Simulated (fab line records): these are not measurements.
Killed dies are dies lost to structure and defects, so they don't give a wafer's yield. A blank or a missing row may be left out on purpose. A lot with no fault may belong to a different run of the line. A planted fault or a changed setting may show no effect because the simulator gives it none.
The tool behind it: which one?	flow sky130	Sampling: 6 lots, 18 wafers, 2 of 708 route steps

## WHAT EACH GAUGE READ, for each wafer
SKY_VT_ADJUST_HVTP_TW_MEAS_11.
lot	measured	on	VT_ADJUST_HVTP_TW
L212	day 7 04:20	film_metro-03	1373 1365 1369
L218	day 8 17:02	film_metro-02	1343 1346 1348
L224	day 10 09:28	film_metro-04	1366 1351 1360
L226	day 11 04:25	film_metro-02	1348 1346 1347
L227	day 11 13:40	film_metro-02	1350 1341 1341
L230	day 11 21:16	film_metro-04	1348 1356 1358

## WHICH TOOL RAN EACH LOT (tool, then ch and the chambers of the sampled wafers, then the start)
lot	SKY_VT_ADJUST_HVTP_IMPLANT_09
L212	implanter-02 ch 0, day 7 04:05
L218	implanter-03 ch 0, day 8 16:47
L224	implanter-01 ch 0, day 10 09:13
L226	implanter-01 ch 0, day 11 04:11
L227	implanter-01 ch 0, day 11 13:25
L230	implanter-03 ch 0, day 11 21:01
- SKY_VT_ADJUST_HVTP_IMPLANT_09

## THE ANSWER, worked out from the rows above alone
Rule: what is usual is taken from the lots themselves. Put in order of their means at a reading, lots are off if they are a third of the lots or fewer, leave a main group of 4 or more, and stand apart from it by a gap of 3 or more times the standard deviation of the main group's means; of several such gaps the widest counts. If all means in a main group match to the digits the tables above print for the reading, that group is not used. A lot without any number at a reading at which 4 lots or more have one is off too. Any other lot the step has rows for is counted as sound.
None of the lots is off at any reading shown; this tells nothing.

## WHAT HAD BEEN PUT IN BY THE SIMULATOR
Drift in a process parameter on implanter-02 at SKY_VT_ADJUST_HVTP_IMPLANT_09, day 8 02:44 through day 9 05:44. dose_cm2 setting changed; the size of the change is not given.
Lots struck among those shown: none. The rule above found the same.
